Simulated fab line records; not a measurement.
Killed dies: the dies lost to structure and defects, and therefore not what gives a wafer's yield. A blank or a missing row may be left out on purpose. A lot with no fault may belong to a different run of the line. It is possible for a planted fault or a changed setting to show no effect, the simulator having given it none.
The tool behind it: which one?    flow gf180mcu    Sampling: 15 lots, 45 wafers, 3 of 602 route steps

WHAT EACH GAUGE READ, for each wafer
GF_M3_CD_MEAS_14 targets a cd of 280 nm. Usual: cd_nm reads 280.0 nm (standard deviation 1).
lot   measured      on         cd_nm (nm)         flag
L904  day 22 01:53  cd_sem-01  280.0 280.4 280.6  
L905  day 22 05:47  cd_sem-01  281.3 280.0 280.6  
L907  day 23 01:22  cd_sem-02  280.1 280.1 279.7  
L908  day 23 07:03  cd_sem-01  281.2 281.1 280.9  
L909  day 23 18:59  cd_sem-02  280.0 279.9 280.1  
L910  day 24 02:09  cd_sem-02  280.3 280.4 280.8  
L912  day 24 18:00  cd_sem-01  280.3 280.2 280.1  
L913  day 25 04:20  cd_sem-02  - - -              OFF
L914  day 25 11:29  cd_sem-01  - - -              OFF
L915  day 25 15:49  cd_sem-01  - - -              OFF
L916  day 26 07:40  cd_sem-02  280.3 280.0 280.1  
L918  day 26 22:51  cd_sem-01  279.8 280.2 279.1  
L923  day 28 06:56  cd_sem-02  277.6 278.7 277.6  
L924  day 28 16:57  cd_sem-01  280.0 279.7 278.7  
L925  day 28 23:36  cd_sem-02  279.2 278.5 279.6  

EACH LOT AND THE TOOL THAT RAN IT (in order: tool; ch and the chambers of the sampled wafers; start)
lot   GF_V2_STRIP_18                        GF_M3_EXPOSE_11
L904  plasma_asher-02 ch 0,1, day 21 01:01  krf_scanner-02 ch 0, day 21 14:52
L905  plasma_asher-01 ch 0,1, day 21 04:31  krf_scanner-01 ch 0, day 21 18:29
L907  plasma_asher-03 ch 0,1, day 22 01:05  krf_scanner-01 ch 0, day 22 14:20
L908  plasma_asher-03 ch 0,1, day 22 06:58  krf_scanner-02 ch 0, day 22 20:26
L909  plasma_asher-02 ch 0,1, day 22 18:33  krf_scanner-01 ch 0, day 23 07:19
L910  plasma_asher-01 ch 0,1, day 23 02:19  krf_scanner-02 ch 0, day 23 15:29
L912  plasma_asher-02 ch 0,1, day 23 18:21  krf_scanner-01 ch 0, day 24 06:44
L913  plasma_asher-02 ch 0, day 24 04:44    krf_scanner-02, day 24 18:01
L914  plasma_asher-02 ch 0,1, day 24 12:10  krf_scanner-01, day 25 00:47
L915  plasma_asher-02 ch 0,1, day 24 16:23  krf_scanner-02, day 25 04:37
L916  plasma_asher-02 ch 0,1, day 25 08:51  krf_scanner-01 ch 0, day 25 21:13
L918  plasma_asher-02 ch 0,1, day 26 00:17  krf_scanner-01 ch 0, day 26 12:34
L923  plasma_asher-01 ch 0, day 27 09:08    krf_scanner-02 ch 0, day 27 20:56
L924  plasma_asher-03 ch 0,1, day 27 19:22  krf_scanner-02 ch 0, day 28 06:53
L925  plasma_asher-03 ch 0,1, day 28 02:50  krf_scanner-02 ch 0, day 28 14:39
- GF_V2_STRIP_18: strips in O2/N2.
- GF_M3_EXPOSE_11: exposes mask Metal3, target cd 280 nm.

WHAT THE TOOLS THEMSELVES READ (means of the sampled wafers that have a number; where no wafer has one, the mark that the record gives instead)
GF_V2_STRIP_18. Usual: drypump_motor_current_A 5.71 A, standard deviation 0.12; heater_power_w 329 W, standard deviation 37; oes_product_au 0.594 a.u., standard deviation 0.0049; platen_temp_c 249.97 C, standard deviation 0.18.
lot   tool             drypump_motor_current_A (A)  heater_power_w (W)  oes_product_au (a.u.)  platen_temp_c (C)  flag
L904  plasma_asher-02  5.65                         310                 0.592                  249.92             
L905  plasma_asher-01  5.69                         336                 0.597                  249.95             
L907  plasma_asher-03  5.76                         382                 0.597                  249.84             
L908  plasma_asher-03  5.81                         381                 0.594                  249.90             
L909  plasma_asher-02  5.65                         303                 0.594                  249.80             
L910  plasma_asher-01  5.66                         318                 0.600                  250.03             
L912  plasma_asher-02  5.64                         310                 0.596                  249.89             
L913  plasma_asher-02  5.55                         317                 0.597                  249.83             
L914  plasma_asher-02  5.64                         313                 0.588                  250.06             
L915  plasma_asher-02  5.64                         307                 0.596                  250.03             
L916  plasma_asher-02  5.66                         313                 0.594                  250.26             
L918  plasma_asher-02  5.74                         299                 0.593                  249.66             
L923  plasma_asher-01  5.65                         294                 0.597                  249.94             
L924  plasma_asher-03  5.84                         384                 0.592                  250.15             
L925  plasma_asher-03  5.83                         381                 0.585                  249.99             

GF_M3_EXPOSE_11. Usual: exposure_dose_mJ_cm2 28.001, standard deviation 0.028; focus_offset_nm 0.0 nm, standard deviation 0.56.
lot   tool            exposure_dose_mJ_cm2  focus_offset_nm (nm)  flag
L904  krf_scanner-02  28.003                -0.1                  
L905  krf_scanner-01  27.978                -0.5                  
L907  krf_scanner-01  28.020                0.6                   
L908  krf_scanner-02  27.986                -0.3                  
L909  krf_scanner-01  27.984                0.1                   
L910  krf_scanner-02  27.954                0.2                   
L912  krf_scanner-01  27.999                -0.1                  
L913  krf_scanner-02  -                     -                     OFF
L914  krf_scanner-01  -                     -                     OFF
L915  krf_scanner-02  -                     -                     OFF
L916  krf_scanner-01  27.999                0.1                   
L918  krf_scanner-01  28.020                0.0                   
L923  krf_scanner-02  27.995                0.2                   
L924  krf_scanner-02  28.057                -0.4                  
L925  krf_scanner-02  27.974                0.0                   

THE ANSWER, worked out from the rows above alone
Rule: lot off if the mean of its wafers having a number is beyond 3 standard deviations from the usual mean. Also off: a lot with no number at a reading for which 4 or more lots have one. All remaining lots with rows at the step are treated as sound. After the gauges, taken in route order, come the tools' own readings; for these a lot's mean is taken, as printed above. At the first step where some lot is off, the reading lying furthest off is the one used; lots without a number count as furthest.
Off at GF_M3_CD_MEAS_14 (cd_nm): L913, L914, L915. Without a number there: L913, L914, L915.
A tool fits if, at a process step before that reading, it ran every lot that is off, and no sound lot after the first of them. Not tried: the gauges at GF_M3_CD_MEAS_14; whatever is off there is also off at GF_M3_EXPOSE_11, on other tools, and gauge error can't account for it. None of those tried fits.

WHAT HAD BEEN PUT IN BY THE SIMULATOR
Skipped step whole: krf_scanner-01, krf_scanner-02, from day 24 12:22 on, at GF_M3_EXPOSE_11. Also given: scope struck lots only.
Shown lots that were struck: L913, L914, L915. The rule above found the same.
